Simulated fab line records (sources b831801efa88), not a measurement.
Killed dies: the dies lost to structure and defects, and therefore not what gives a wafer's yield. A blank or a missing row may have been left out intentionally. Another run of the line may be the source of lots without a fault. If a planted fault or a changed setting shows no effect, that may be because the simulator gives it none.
Which of the tools did it? + flow sky130 + 7 lots, 21 wafers sampled, at 2 steps of a route of 708

== WHAT EACH GAUGE READ, for each wafer ==
SKY_POLY_GATE_OVL_MEAS_14.
| lot  | measured     | on         | POLY_GATE_OVL (nm) |
|------|--------------|------------|--------------------|
| L142 | day 16 18:50 | overlay-01 | -1 4 6             |
| L145 | day 17 20:29 | overlay-02 | -6 -3 -2           |
| L148 | day 19 00:32 | overlay-01 | 1 -1 -1            |
| L151 | day 20 12:14 | overlay-01 | 9 6 5              |
| L156 | day 21 21:48 | overlay-02 | -7 -2 6            |
| L160 | day 23 17:26 | overlay-02 | -3 3 2             |
| L163 | day 24 11:53 | overlay-01 | -5 -3 1            |

== WHICH TOOL RAN EACH LOT (tool, then ch and the chambers of the sampled wafers, then the start) ==
| lot  | SKY_SONOS_ONO_WET_ETCH_18       |
|------|---------------------------------|
| L142 | wet-bench-02 ch 1, day 13 03:17 |
| L145 | wet-bench-02 ch 0, day 13 22:58 |
| L148 | wet-bench-01 ch 1, day 15 02:10 |
| L151 | wet-bench-02 ch 3, day 16 10:01 |
| L156 | wet-bench-01 ch 0, day 17 19:35 |
| L160 | wet-bench-03 ch 3, day 19 14:27 |
| L163 | wet-bench-02 ch 0, day 20 09:35 |
- SKY_SONOS_ONO_WET_ETCH_18: etches Si3N4 in H3PO4, target depth 15 nm, time 172 s.

== THE ANSWER, worked out from the rows above alone ==
Rule: the lots themselves supply what counts as usual. Put in order of their means at a reading, lots are off if they are a third of the lots or fewer, leave a main group of 4 or more, and stand apart from it by a gap of 3 or more times the standard deviation of the main group's means; of several such gaps the widest counts. The tables above print the reading to a certain number of digits; a main group whose means all agree to those digits is not used. Also off: a lot with no number at a reading for which 4 or more lots have one. All remaining lots with rows at the step are treated as sound.
No lot is off at any reading shown: from this, nothing can be told.

== WHAT HAD BEEN PUT IN BY THE SIMULATOR ==
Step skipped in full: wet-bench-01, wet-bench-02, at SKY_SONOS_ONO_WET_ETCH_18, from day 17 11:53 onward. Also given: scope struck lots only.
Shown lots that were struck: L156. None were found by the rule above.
